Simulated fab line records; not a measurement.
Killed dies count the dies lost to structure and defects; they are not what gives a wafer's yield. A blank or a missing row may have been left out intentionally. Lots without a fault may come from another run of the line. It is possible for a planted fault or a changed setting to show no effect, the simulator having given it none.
fab line records    flow sky130
record: lots: 5  wafers: 15  lastDay: 50
route steps=708 shown VT_ADJUST_NCORE@123 VT_ADJUST_HVTR@131
lots that met no fault: taken from a fault-free run of the same line
startH: the number of hours between the record's first day and the start of the first shown wafer of the lot    waitH: how many hours have passed since the lot's step before this one    " same as the row above    L1.1+2: one row covering several wafers at once    - no value present, or no start provided    * or withheld: withheld    < > ~ a bound
route shown NAME@n: names a module that has steps shown in the file, with the first one's number in the route    usual: the fault-free wafers' mean and standard deviation    same: alike in all rows    chamber/n: place in a boat    sites: the reading at each site    _std_site: their standard deviation    _edge_site: outer sites' mean less inner sites'    radiusMm: for every site, how far away it sits from the centre of the wafer    mask NAME#n: copy n    behind: tool/chamber where the wafer was last shaped    hold: why the lot went on hold/how many hours it stayed there/how the hold came to an end    device: names the non-switching transistor (n, p or np)    end of line: the route-end tests of the same wafers    step lacking rows: just its recipe    killed: not the wafer's yield, but the dies lost to structure and defects at the first sort    map: a wafer's dies, marking killed ones x, the rest . and places with no die _
set.NAME: the setting that was run; set.NAME@STEP: the one run at that earlier step    model.NAME: the simulator's own value behind a step, which no gauge read
lots seen at some steps along the route; tables by step, rows by wafer
services: when a tool's chamber went out of use (startH, in hours from the record's first day, below 0 if earlier), for how many hours, and the reason
== steps ==
step: SKY_VT_ADJUST_NCORE_EXPOSE_04
recipe: maskId: LVTN_COMPLEMENT_THIN  na: 0.6  sourceShape: conventional  sigmaOuter: 0.6  polarization: unpolarized  targetCdNm: 380  doseMj: 139
lot.wafer   tool             chamber  startH  waitH  mask
L076.1+3+6  ilineStepper-01  0        -       -      LVTN_COMPLEMENT_THIN#0
L084.1+4+5  ilineStepper-01  0        -       -      LVTN_COMPLEMENT_THIN#0
L085.1+2+6  ilineStepper-01  0        -       -      LVTN_COMPLEMENT_THIN#0
L092.1+3+6  ilineStepper-02  0        -       -      LVTN_COMPLEMENT_THIN#0
L093.3+4+5  ilineStepper-02  0        -       -      LVTN_COMPLEMENT_THIN#0
step: SKY_VT_ADJUST_NCORE_PEB_05
recipe: tempC: withheld  timeS: *  resist: NOVOLAK
lot.wafer   tool           chamber  startH  waitH
L076.1+3+6  lithoTrack-02  0        -       -
L084.1+4+5  lithoTrack-02  0        -       -
L085.1+2+6  lithoTrack-01  0        -       -
L092.1+3+6  lithoTrack-04  0        -       -
L093.3+4+5  lithoTrack-01  0        -       -
step: SKY_VT_ADJUST_NCORE_DEVELOP_06
recipe: resist: NOVOLAK  developer: TMAH  developTimeS: 60  devTempC: 23
lot.wafer   tool           chamber  startH  waitH
L076.1+3+6  lithoTrack-02  0        197.08  0.1
L084.1+4+5  lithoTrack-02  0        257.73  0.1
L085.1+2+6  lithoTrack-01  0        258.38  0.1
L092.1+3+6  lithoTrack-04  0        319.02  0.1
L093.3+4+5  lithoTrack-01  0        322.78  0.1
step: SKY_VT_ADJUST_NCORE_CD_MEAS_07
recipe: targetCdNm: 380
usual: cdNm: 379.4/2.7
lot.wafer  tool      chamber  startH  waitH  cdNm
L076.1     cdSem-01  -        197.23  0.1    380.9
L076.3     "         -        "       "      376.8
L076.6     "         -        "       "      378.8
L084.1     cdSem-01  -        257.88  0.1    382.4
L084.4     "         -        "       "      381.1
L084.5     "         -        "       "      379.9
L085.1     cdSem-02  -        258.53  0.1    375.4
L085.2     "         -        "       "      376.8
L085.6     "         -        "       "      376.8
L092.1     cdSem-01  -        319.17  0.1    377.8
L092.3     "         -        "       "      379.9
L092.6     "         -        "       "      379.9
L093.3     cdSem-02  -        322.92  0.1    381.0
L093.4     "         -        "       "      379.7
L093.5     "         -        "       "      380.4
step: SKY_VT_ADJUST_NCORE_OVL_MEAS_08
usual: VT_ADJUST_NCORE_OVL: -1.9/1.6
lot.wafer  tool        chamber  startH  waitH  VT_ADJUST_NCORE_OVL[nm]
L076.1     overlay-01  -        197.35  0.1    -3.2
L076.3     "           -        "       "      -3.5
L076.6     "           -        "       "      -3.5
L084.1     overlay-02  -        258.00  0.1    -2.3
L084.4     "           -        "       "      -2.3
L084.5     "           -        "       "      -2.0
L085.1     overlay-02  -        258.65  0.1    -2.3
L085.2     "           -        "       "      -2.8
L085.6     "           -        "       "      -3.2
L092.1     overlay-02  -        319.29  0.1    -0.3
L092.3     "           -        "       "      -0.6
L092.6     "           -        "       "      -1.1
L093.3     overlay-01  -        323.01  0.1    -2.3
L093.4     "           -        "       "      -4.6
L093.5     "           -        "       "      -4.3
step: SKY_VT_ADJUST_NCORE_IMPLANT_09
recipe: species: B  energyKev: 10  doseCm2: 2.4e+12  tiltDeg: withheld
lot.wafer   tool          chamber  startH  waitH
L076.1+3+6  implanter-01  0        197.39  0.0
L084.1+4+5  implanter-04  0        258.04  0.0
L085.1+2+6  implanter-03  0        258.68  0.0
L092.1+3+6  implanter-03  0        319.33  0.0
L093.3+4+5  implanter-03  0        323.08  0.1
step: SKY_VT_ADJUST_NCORE_STRIP_10
recipe: chemistry: O2/N2  powerW: 1400  pressureMtorr: 1500  platenTempC: withheld  o2FlowSccm: 3000  n2FlowSccm: 300  overashFraction: 0.5
usual: drypumpMotorCurrentA: 5.65/0.28  oesProductAu: 0.716/0.0048  stripTimeToEndpointS: 14.19/0.043
lot.wafer  tool            chamber  startH  waitH  drypumpMotorCurrentA  oesProductAu  rfHoursCounterH  stripTimeToEndpointS
L076.1     plasmaAsher-03  1        197.54  0.1    5.87                  0.717         50               14.13
L076.3     "               1        "       "      5.86                  0.717         -                14.15
L076.6     "               1        "       "      5.88                  0.716         -                14.17
L084.1     plasmaAsher-03  1        258.19  0.1    5.82                  0.714         57               14.17
L084.4     "               0        "       "      5.41                  0.713         -                14.18
L084.5     "               0        "       "      5.43                  0.714         -                14.22
L085.1     plasmaAsher-04  0        258.83  0.1    5.69                  0.721         13               14.29
L085.2     "               1        "       "      5.31                  0.722         13               14.27
L085.6     "               1        "       "      5.31                  0.717         -                14.21
L092.1     plasmaAsher-01  0        319.48  0.1    6.28                  0.714         48               14.18
L092.3     "               1        "       "      5.79                  0.716         -                14.09
L092.6     "               0        "       "      6.31                  0.711         -                14.12
L093.3     plasmaAsher-01  1        323.22  0.1    5.79                  0.718         -                14.17
L093.4     "               0        "       "      6.32                  0.710         -                14.17
L093.5     "               1        "       "      5.80                  0.716         -                14.17
step: SKY_VT_ADJUST_NCORE_TW_MEAS_11
usual: VT_ADJUST_NCORE_TW: 220.2/1.5
lot.wafer  tool          chamber  startH  waitH  VT_ADJUST_NCORE_TW
L076.1     filmMetro-04  -        197.64  0.1    222.0
L076.3     "             -        "       "      220.6
L076.6     "             -        "       "      221.7
L084.1     filmMetro-02  -        258.29  0.1    217.9
L084.4     "             -        "       "      218.8
L084.5     "             -        "       "      218.8
L085.1     filmMetro-02  -        258.93  0.1    218.4
L085.2     "             -        "       "      218.0
L085.6     "             -        "       "      218.5
L092.1     filmMetro-04  -        319.58  0.1    221.5
L092.3     "             -        "       "      221.0
L092.6     "             -        "       "      221.8
L093.3     filmMetro-04  -        323.30  0.1    221.8
L093.4     "             -        "       "      222.2
L093.5     "             -        "       "      221.4
step: SKY_VT_ADJUST_HVTR_DEHYDRATE_00
recipe: tempC: 200  timeS: 60
lot.wafer   tool           chamber  startH  waitH
L076.1+3+6  lithoTrack-04  0        207.77  10.1
L084.1+4+5  lithoTrack-02  0        270.18  11.9
L085.1+2+6  lithoTrack-03  0        271.09  12.1
L092.1+3+6  lithoTrack-03  0        332.18  12.6
L093.3+4+5  lithoTrack-03  0        335.63  12.3
step: SKY_VT_ADJUST_HVTR_HMDS_01
recipe: primeTimeS: 60  primeTempC: 120
lot.wafer   tool           chamber  startH  waitH
L076.1+3+6  lithoTrack-04  0        207.92  0.1
L084.1+4+5  lithoTrack-02  0        270.33  0.1
L085.1+2+6  lithoTrack-03  0        271.24  0.1
L092.1+3+6  lithoTrack-03  0        332.33  0.1
L093.3+4+5  lithoTrack-03  0        335.78  0.1
step: SKY_VT_ADJUST_HVTR_COAT_02
recipe: resist: NOVOLAK  spinRpm: 3000  resistThkNm: 1140
lot.wafer   tool           chamber  startH  waitH
L076.1+3+6  lithoTrack-04  0        208.07  0.1
L084.1+4+5  lithoTrack-02  0        270.48  0.1
L085.1+2+6  lithoTrack-03  0        271.39  0.1
L092.1+3+6  lithoTrack-03  0        332.48  0.1
L093.3+4+5  lithoTrack-03  0        335.93  0.1
step: SKY_VT_ADJUST_HVTR_SOFTBAKE_03
recipe: tempC: 90  timeS: 60  resist: NOVOLAK
lot.wafer   tool           chamber  startH  waitH
L076.1+3+6  lithoTrack-04  0        208.22  0.1
L084.1+4+5  lithoTrack-02  0        270.63  0.1
L085.1+2+6  lithoTrack-03  0        271.54  0.1
L092.1+3+6  lithoTrack-03  0        332.63  0.1
L093.3+4+5  lithoTrack-03  0        336.08  0.1
step: SKY_VT_ADJUST_HVTR_EXPOSE_04
recipe: maskId: HVTRM  targetCdNm: 380  na: 0.6  sourceShape: conventional  sigmaOuter: 0.6  doseMj: 150
lot.wafer   tool             chamber  startH  waitH  mask
L076.1+3+6  ilineStepper-01  0        -       -      HVTRM#0
L084.1+4+5  ilineStepper-01  0        -       -      HVTRM#0
L085.1+2+6  ilineStepper-02  0        -       -      HVTRM#0
L092.1+3+6  ilineStepper-01  0        -       -      HVTRM#0
L093.3+4+5  ilineStepper-01  0        -       -      HVTRM#0
step: SKY_VT_ADJUST_HVTR_PEB_05
recipe: tempC: withheld  timeS: *  resist: NOVOLAK
lot.wafer   tool           chamber  startH  waitH
L076.1+3+6  lithoTrack-02  0        -       -
L084.1+4+5  lithoTrack-02  0        -       -
L085.1+2+6  lithoTrack-03  0        -       -
L092.1+3+6  lithoTrack-02  0        -       -
L093.3+4+5  lithoTrack-04  0        -       -
step: SKY_VT_ADJUST_HVTR_DEVELOP_06
recipe: developTimeS: 60  devTempC: 23
lot.wafer   tool           chamber  startH  waitH
L076.1+3+6  lithoTrack-02  0        219.58  0.1
L084.1+4+5  lithoTrack-02  0        283.18  0.1
L085.1+2+6  lithoTrack-03  0        283.94  0.1
L092.1+3+6  lithoTrack-02  0        345.23  0.1
L093.3+4+5  lithoTrack-04  0        349.32  0.1
step: SKY_VT_ADJUST_HVTR_CD_MEAS_07
recipe: targetCdNm: 380
usual: cdNm: 379.9/2.9
lot.wafer  tool      chamber  startH  waitH  cdNm
L076.1     cdSem-01  -        219.73  0.1    382.5
L076.3     "         -        "       "      380.0
L076.6     "         -        "       "      380.7
L084.1     cdSem-01  -        283.33  0.1    383.9
L084.4     "         -        "       "      382.7
L084.5     "         -        "       "      383.2
L085.1     cdSem-01  -        284.09  0.1    373.5
L085.2     "         -        "       "      376.5
L085.6     "         -        "       "      376.1
L092.1     cdSem-01  -        345.38  0.1    378.1
L092.3     "         -        "       "      378.9
L092.6     "         -        "       "      381.6
L093.3     cdSem-01  -        349.46  0.1    379.3
L093.4     "         -        "       "      381.3
L093.5     "         -        "       "      378.8
step: SKY_VT_ADJUST_HVTR_OVL_MEAS_08
usual: VT_ADJUST_HVTR_OVL: -1.4/1.3
lot.wafer  tool        chamber  startH  waitH  VT_ADJUST_HVTR_OVL[nm]
L076.1     overlay-01  -        219.85  0.1    -2.1
L076.3     "           -        "       "      -2.6
L076.6     "           -        "       "      -3.5
L084.1     overlay-02  -        283.45  0.1    -0.3
L084.4     "           -        "       "      0.9
L084.5     "           -        "       "      -1.8
L085.1     overlay-01  -        284.21  0.1    -3.5
L085.2     "           -        "       "      -3.0
L085.6     "           -        "       "      -3.6
L092.1     overlay-01  -        345.50  0.1    -2.3
L092.3     "           -        "       "      -2.3
L092.6     "           -        "       "      -2.0
L093.3     overlay-01  -        349.55  0.1    -1.4
L093.4     "           -        "       "      -1.6
L093.5     "           -        "       "      -0.6
step: SKY_VT_ADJUST_HVTR_IMPLANT_09
recipe: species: B  energyKev: 10  doseCm2: 2.1e+12  tiltDeg: withheld
lot.wafer   tool          chamber  startH  waitH
L076.1+3+6  implanter-03  0        219.89  0.0
L084.1+4+5  implanter-03  0        283.49  0.0
L085.1+2+6  implanter-02  0        284.24  0.0
L092.1+3+6  implanter-02  0        345.54  0.0
L093.3+4+5  implanter-03  0        349.63  0.1
== services ==
tool             chamber  startH  hours  kind
plasmaAsher-04   -        184.22  1.3    repair
implanter-01     -        192.47  3.8    pm
implanter-03     -        201.83  1.1    repair
plasmaAsher-04   -        207.64  2.8    pm
ilineStepper-02  -        212.69  1.7    pm
plasmaAsher-03   -        214.92  2.8    pm
ilineStepper-02  -        225.04  16.5   repair
plasmaAsher-01   -        236.45  2.8    pm
implanter-04     -        238.38  3.9    pm
ilineStepper-01  -        241.52  1.7    pm
plasmaAsher-03   -        244.61  1.2    repair
plasmaAsher-01   -        251.44  28.1   pm
implanter-04     -        254.29  1.2    repair
plasmaAsher-04   -        260.87  4.3    pm
implanter-03     -        276.29  2.5    repair
plasmaAsher-03   -        276.84  5.9    pm
implanter-03     -        303.25  2.5    repair
implanter-04     -        304.10  2.4    repair
plasmaAsher-01   -        305.11  4.3    pm
plasmaAsher-04   -        326.17  12.9   pm
implanter-04     -        335.15  6.5    repair
plasmaAsher-01   -        348.79  0.6    repair
== key ==
fault none
